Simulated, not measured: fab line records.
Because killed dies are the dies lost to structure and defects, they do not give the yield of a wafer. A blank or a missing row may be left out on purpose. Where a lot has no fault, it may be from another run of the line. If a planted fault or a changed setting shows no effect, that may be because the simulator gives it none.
The tool behind it: which one? :: flow gf180mcu :: Sampling: 12 lots, 36 wafers, 6 of 602 route steps

WHAT THE GAUGES SHOWED, per wafer
GF_NWELL_TW_MEAS_11. Usual: for NWELL_TW the level is 1578 and the standard deviation is 11.
lot: L841
measured: day 3 14:48
on: film metro-02
NWELL_TW: 1577 1578 1573
flag: 

lot: L842
measured: day 3 19:11
on: film metro-02
NWELL_TW: 1572 1589 1586
flag: 

lot: L845
measured: day 4 14:31
on: film metro-01
NWELL_TW: 1593 1582 1590
flag: 

lot: L847
measured: day 5 01:48
on: film metro-01
NWELL_TW: 1575 1576 1578
flag: 

lot: L848
measured: day 5 03:06
on: film metro-02
NWELL_TW: 1577 1574 1571
flag: 

lot: L849
measured: day 5 11:13
on: film metro-02
NWELL_TW: 1575 1574 1574
flag: 

lot: L851
measured: day 5 20:39
on: film metro-04
NWELL_TW: 1589 1583 1582
flag: 

lot: L852
measured: day 6 00:57
on: film metro-02
NWELL_TW: 1569 1563 1570
flag: 

lot: L853
measured: day 6 07:34
on: film metro-04
NWELL_TW: 1558 1570 1571
flag: 

lot: L854
measured: day 6 11:26
on: film metro-04
NWELL_TW: 1555 1570 1564
flag: 

lot: L855
measured: day 7 02:02
on: film metro-01
NWELL_TW: 1595 1600 1605
flag: 

lot: L857
measured: day 7 07:11
on: film metro-02
NWELL_TW: 1549 1535 1540
flag: OFF

GF_CONTACT_CD_MEAS_14: target cd 220 nm. Usual: cd nm reads 219.8 nm (standard deviation 1.2).
lot: L841
measured: day 16 16:13
on: cd sem-01
cd nm (nm): 217.7 218.3 218.2
flag: 

lot: L842
measured: day 17 00:14
on: cd sem-01
cd nm (nm): 217.5 218.5 216.4
flag: 

lot: L845
measured: day 18 08:51
on: cd sem-02
cd nm (nm): 218.9 220.5 221.2
flag: 

lot: L847
measured: day 18 21:20
on: cd sem-02
cd nm (nm): 220.1 220.7 221.1
flag: 

lot: L848
measured: day 19 00:36
on: cd sem-02
cd nm (nm): 221.6 220.2 221.7
flag: 

lot: L849
measured: day 19 13:10
on: cd sem-01
cd nm (nm): 221.3 219.2 220.2
flag: 

lot: L851
measured: day 20 16:53
on: cd sem-01
cd nm (nm): 220.5 219.6 218.9
flag: 

lot: L852
measured: day 20 18:46
on: cd sem-02
cd nm (nm): 220.2 219.7 222.0
flag: 

lot: L853
measured: day 21 02:41
on: cd sem-01
cd nm (nm): 217.3 217.9 218.2
flag: 

lot: L854
measured: day 21 09:10
on: cd sem-01
cd nm (nm): 221.6 220.6 221.1
flag: 

lot: L855
measured: day 22 10:28
on: cd sem-01
cd nm (nm): 219.9 220.3 218.5
flag: 

lot: L857
measured: day 22 21:56
on: cd sem-01
cd nm (nm): 219.5 220.3 220.4
flag: 

GF_M1_OVL_MEAS_15. Usual: for M1_OVL the level is 1 nm and the standard deviation is 6.6.
lot: L841
measured: day 17 17:14
on: overlay-01
M1_OVL (nm): -1 -5 -1
flag: 

lot: L842
measured: day 18 01:02
on: overlay-01
M1_OVL (nm): -2 0 5
flag: 

lot: L845
measured: day 19 10:48
on: overlay-01
M1_OVL (nm): 3 0 7
flag: 

lot: L847
measured: day 19 23:23
on: overlay-02
M1_OVL (nm): -5 6 3
flag: 

lot: L848
measured: day 20 03:25
on: overlay-02
M1_OVL (nm): 1 7 3
flag: 

lot: L849
measured: day 20 15:20
on: overlay-02
M1_OVL (nm): -7 3 1
flag: 

lot: L851
measured: day 21 18:13
on: overlay-01
M1_OVL (nm): -1 5 2
flag: 

lot: L852
measured: day 21 20:35
on: overlay-02
M1_OVL (nm): 1 -1 9
flag: 

lot: L853
measured: day 22 03:32
on: overlay-01
M1_OVL (nm): 0 1 -5
flag: 

lot: L854
measured: day 22 10:23
on: overlay-01
M1_OVL (nm): 4 8 5
flag: 

lot: L855
measured: day 23 11:28
on: overlay-02
M1_OVL (nm): 11 6 7
flag: 

lot: L857
measured: day 23 21:49
on: overlay-02
M1_OVL (nm): 2 0 9
flag: 

GF_V1_THK_MEAS_01. Usual: for V1_CVD_00_THK the level is 599 nm and the standard deviation is 6.5.
lot: L841
measured: day 17 17:59
on: film metro-01
V1_CVD_00_THK (nm): 611 619 618
flag: 

lot: L842
measured: day 18 01:48
on: film metro-03
V1_CVD_00_THK (nm): 606 604 597
flag: 

lot: L845
measured: day 19 11:34
on: film metro-03
V1_CVD_00_THK (nm): 600 610 599
flag: 

lot: L847
measured: day 20 00:10
on: film metro-04
V1_CVD_00_THK (nm): 599 595 598
flag: 

lot: L848
measured: day 20 04:17
on: film metro-01
V1_CVD_00_THK (nm): 600 602 598
flag: 

lot: L849
measured: day 20 16:10
on: film metro-04
V1_CVD_00_THK (nm): 604 598 601
flag: 

lot: L851
measured: day 21 19:08
on: film metro-04
V1_CVD_00_THK (nm): 612 604 599
flag: 

lot: L852
measured: day 21 21:25
on: film metro-04
V1_CVD_00_THK (nm): 596 599 602
flag: 

lot: L853
measured: day 22 04:18
on: film metro-03
V1_CVD_00_THK (nm): 595 604 599
flag: 

lot: L854
measured: day 22 11:08
on: film metro-03
V1_CVD_00_THK (nm): 597 598 601
flag: 

lot: L855
measured: day 23 12:38
on: film metro-04
V1_CVD_00_THK (nm): 590 586 588
flag: 

lot: L857
measured: day 23 22:35
on: film metro-04
V1_CVD_00_THK (nm): 602 605 608
flag: 

WHICH TOOL RAN EACH LOT (tool, then ch and the chambers of the sampled wafers, then the start)
lot: L841
GF_DNWELL_STRIP_08: plasma asher-03 ch 0,1, day 3 01:02
GF_NWELL_STRIP_10: plasma asher-03 ch 0,1, day 3 14:42

lot: L842
GF_DNWELL_STRIP_08: plasma asher-02 ch 0,1, day 3 05:11
GF_NWELL_STRIP_10: plasma asher-03 ch 0,1, day 3 19:05

lot: L845
GF_DNWELL_STRIP_08: plasma asher-03 ch 0,1, day 4 00:30
GF_NWELL_STRIP_10: plasma asher-01 ch 0,1, day 4 14:25

lot: L847
GF_DNWELL_STRIP_08: plasma asher-03 ch 0,1, day 4 11:29
GF_NWELL_STRIP_10: plasma asher-03 ch 0,1, day 5 01:42

lot: L848
GF_DNWELL_STRIP_08: plasma asher-03 ch 0,1, day 4 12:37
GF_NWELL_STRIP_10: plasma asher-03 ch 0,1, day 5 02:59

lot: L849
GF_DNWELL_STRIP_08: plasma asher-02 ch 0,1, day 4 20:46
GF_NWELL_STRIP_10: plasma asher-01 ch 0,1, day 5 11:07

lot: L851
GF_DNWELL_STRIP_08: plasma asher-02 ch 0,1, day 5 06:50
GF_NWELL_STRIP_10: plasma asher-03 ch 0,1, day 5 20:32

lot: L852
GF_DNWELL_STRIP_08: plasma asher-02 ch 0,1, day 5 10:47
GF_NWELL_STRIP_10: plasma asher-03 ch 0,1, day 6 00:51

lot: L853
GF_DNWELL_STRIP_08: plasma asher-03 ch 0,1, day 5 16:34
GF_NWELL_STRIP_10: plasma asher-03 ch 1, day 6 07:28

lot: L854
GF_DNWELL_STRIP_08: plasma asher-04 ch 0,1, day 5 19:54
GF_NWELL_STRIP_10: plasma asher-01 ch 0,1, day 6 11:20

lot: L855
GF_DNWELL_STRIP_08: plasma asher-02 ch 0, day 6 10:10
GF_NWELL_STRIP_10: plasma asher-02 ch 0,1, day 7 01:56

lot: L857
GF_DNWELL_STRIP_08: plasma asher-02 ch 0,1, day 6 15:28
GF_NWELL_STRIP_10: plasma asher-03 ch 0,1, day 7 07:04
- GF_DNWELL_STRIP_08: strips in O2/N2.
- GF_NWELL_STRIP_10: strips in O2/N2.

AS READ BY THE TOOLS THEMSELVES (means over the sampled wafers that have a number; for cases with no such wafer, the mark the record gives instead)
GF_DNWELL_STRIP_08. Usual: drypump motor current A 5.69 A, standard deviation 0.17; heater power w 365 W, standard deviation 27; o2 flow sccm 2999 sccm, standard deviation 8.2; oes product au 0.722 a.u., standard deviation 0.0043; platen temp c 249.99 C, standard deviation 0.19; strip time to endpoint s 37.45 s, standard deviation 0.082.
lot: L841
tool: plasma asher-03
drypump motor current A (A): 5.59
heater power w (W): 369
o2 flow sccm (sccm): 2997
oes product au (a.u.): 0.722
platen temp c (C): 249.94
strip time to endpoint s (s): 37.52
flag: 

lot: L842
tool: plasma asher-02
drypump motor current A (A): 5.85
heater power w (W): 388
o2 flow sccm (sccm): 3000
oes product au (a.u.): 0.723
platen temp c (C): 249.99
strip time to endpoint s (s): 37.45
flag: 

lot: L845
tool: plasma asher-03
drypump motor current A (A): 5.59
heater power w (W): 373
o2 flow sccm (sccm): 2999
oes product au (a.u.): 0.725
platen temp c (C): 249.84
strip time to endpoint s (s): 37.42
flag: 

lot: L847
tool: plasma asher-03
drypump motor current A (A): 5.59
heater power w (W): 379
o2 flow sccm (sccm): 2998
oes product au (a.u.): 0.726
platen temp c (C): 249.89
strip time to endpoint s (s): 37.53
flag: 

lot: L848
tool: plasma asher-03
drypump motor current A (A): 5.59
heater power w (W): 378
o2 flow sccm (sccm): 3002
oes product au (a.u.): 0.723
platen temp c (C): 249.98
strip time to endpoint s (s): 37.54
flag: 

lot: L849
tool: plasma asher-02
drypump motor current A (A): 5.86
heater power w (W): 388
o2 flow sccm (sccm): 2999
oes product au (a.u.): 0.724
platen temp c (C): 250.06
strip time to endpoint s (s): 37.37
flag: 

lot: L851
tool: plasma asher-02
drypump motor current A (A): 5.85
heater power w (W): 389
o2 flow sccm (sccm): 2993
oes product au (a.u.): 0.722
platen temp c (C): 250.00
strip time to endpoint s (s): 37.39
flag: 

lot: L852
tool: plasma asher-02
drypump motor current A (A): 5.86
heater power w (W): 393
o2 flow sccm (sccm): 2993
oes product au (a.u.): 0.721
platen temp c (C): 250.03
strip time to endpoint s (s): 37.50
flag: 

lot: L853
tool: plasma asher-03
drypump motor current A (A): 5.63
heater power w (W): 364
o2 flow sccm (sccm): 3006
oes product au (a.u.): 0.722
platen temp c (C): 249.76
strip time to endpoint s (s): 37.46
flag: 

lot: L854
tool: plasma asher-04
drypump motor current A (A): 5.77
heater power w (W): 333
o2 flow sccm (sccm): 2994
oes product au (a.u.): 0.725
platen temp c (C): 249.91
strip time to endpoint s (s): 37.34
flag: 

lot: L855
tool: plasma asher-02
drypump motor current A (A): 6.06
heater power w (W): 419
o2 flow sccm (sccm): 2998
oes product au (a.u.): 0.721
platen temp c (C): 250.12
strip time to endpoint s (s): 37.50
flag: 

lot: L857
tool: plasma asher-02
drypump motor current A (A): 5.68
heater power w (W): 375
o2 flow sccm (sccm): 3006
oes product au (a.u.): 0.964
platen temp c (C): 250.05
strip time to endpoint s (s): -
flag: OFF

GF_NWELL_STRIP_10. Usual: drypump motor current A 5.5 A, standard deviation 0.39; heater power w 357 W, standard deviation 28; o2 flow sccm 3002 sccm, standard deviation 8.7; oes product au 0.722 a.u., standard deviation 0.0044; platen temp c 250.01 C, standard deviation 0.19; strip time to endpoint s 36.96 s, standard deviation 0.095.
lot: L841
tool: plasma asher-03
drypump motor current A (A): 5.6
heater power w (W): 363
o2 flow sccm (sccm): 3001
oes product au (a.u.): 0.725
platen temp c (C): 250.01
strip time to endpoint s (s): 37.10
flag: 

lot: L842
tool: plasma asher-03
drypump motor current A (A): 5.6
heater power w (W): 378
o2 flow sccm (sccm): 3011
oes product au (a.u.): 0.717
platen temp c (C): 250.04
strip time to endpoint s (s): 36.96
flag: 

lot: L845
tool: plasma asher-01
drypump motor current A (A): 5.2
heater power w (W): 331
o2 flow sccm (sccm): 3013
oes product au (a.u.): 0.720
platen temp c (C): 250.23
strip time to endpoint s (s): 36.99
flag: 

lot: L847
tool: plasma asher-03
drypump motor current A (A): 5.6
heater power w (W): 368
o2 flow sccm (sccm): 2996
oes product au (a.u.): 0.726
platen temp c (C): 250.13
strip time to endpoint s (s): 36.93
flag: 

lot: L848
tool: plasma asher-03
drypump motor current A (A): 5.6
heater power w (W): 364
o2 flow sccm (sccm): 3006
oes product au (a.u.): 0.726
platen temp c (C): 249.89
strip time to endpoint s (s): 37.00
flag: 

lot: L849
tool: plasma asher-01
drypump motor current A (A): 5.2
heater power w (W): 333
o2 flow sccm (sccm): 3005
oes product au (a.u.): 0.722
platen temp c (C): 249.99
strip time to endpoint s (s): 37.03
flag: 

lot: L851
tool: plasma asher-03
drypump motor current A (A): 5.7
heater power w (W): 362
o2 flow sccm (sccm): 2998
oes product au (a.u.): 0.722
platen temp c (C): 250.09
strip time to endpoint s (s): 36.94
flag: 

lot: L852
tool: plasma asher-03
drypump motor current A (A): 5.7
heater power w (W): 364
o2 flow sccm (sccm): 3000
oes product au (a.u.): 0.726
platen temp c (C): 249.94
strip time to endpoint s (s): 36.89
flag: 

lot: L853
tool: plasma asher-03
drypump motor current A (A): 5.7
heater power w (W): 348
o2 flow sccm (sccm): 2996
oes product au (a.u.): 0.722
platen temp c (C): 250.31
strip time to endpoint s (s): 36.91
flag: 

lot: L854
tool: plasma asher-01
drypump motor current A (A): 5.2
heater power w (W): 328
o2 flow sccm (sccm): 3003
oes product au (a.u.): 0.723
platen temp c (C): 249.92
strip time to endpoint s (s): 36.89
flag: 

lot: L855
tool: plasma asher-02
drypump motor current A (A): 5.7
heater power w (W): 372
o2 flow sccm (sccm): 3005
oes product au (a.u.): 0.723
platen temp c (C): 249.96
strip time to endpoint s (s): 37.06
flag: 

lot: L857
tool: plasma asher-03
drypump motor current A (A): 5.6
heater power w (W): 358
o2 flow sccm (sccm): 2996
oes product au (a.u.): 0.724
platen temp c (C): 250.10
strip time to endpoint s (s): 41.49
flag: OFF

THE ANSWER, worked out from the rows above alone
Rule: take the mean of a lot's wafers that have a number; if it is more than 3 standard deviations from the usual mean, the lot is off. A lot without any number at a reading at which 4 lots or more have one is off too. All remaining lots with rows at the step are treated as sound. First the gauges in route order, then the tools' own readings, where a lot's mean is used as printed above. At the first step where some lot is off, the reading lying furthest off is the one used; lots without a number count as furthest.
Off: L857, at GF_NWELL_TW_MEAS_11 (NWELL_TW).
If a tool, at a process step before that reading, ran all the lots that are off and no sound lot after the first of them, it fits. The gauges at GF_NWELL_TW_MEAS_11 aren't tried: what is off there is off at GF_DNWELL_STRIP_08 too, on other tools, and a gauge's error can't cause that. 2 tools fit, plasma asher-02 at GF_DNWELL_STRIP_08 and plasma asher-03 at GF_NWELL_STRIP_10, so this cannot tell which one it is.

WHAT THE SIMULATOR HAD PUT IN
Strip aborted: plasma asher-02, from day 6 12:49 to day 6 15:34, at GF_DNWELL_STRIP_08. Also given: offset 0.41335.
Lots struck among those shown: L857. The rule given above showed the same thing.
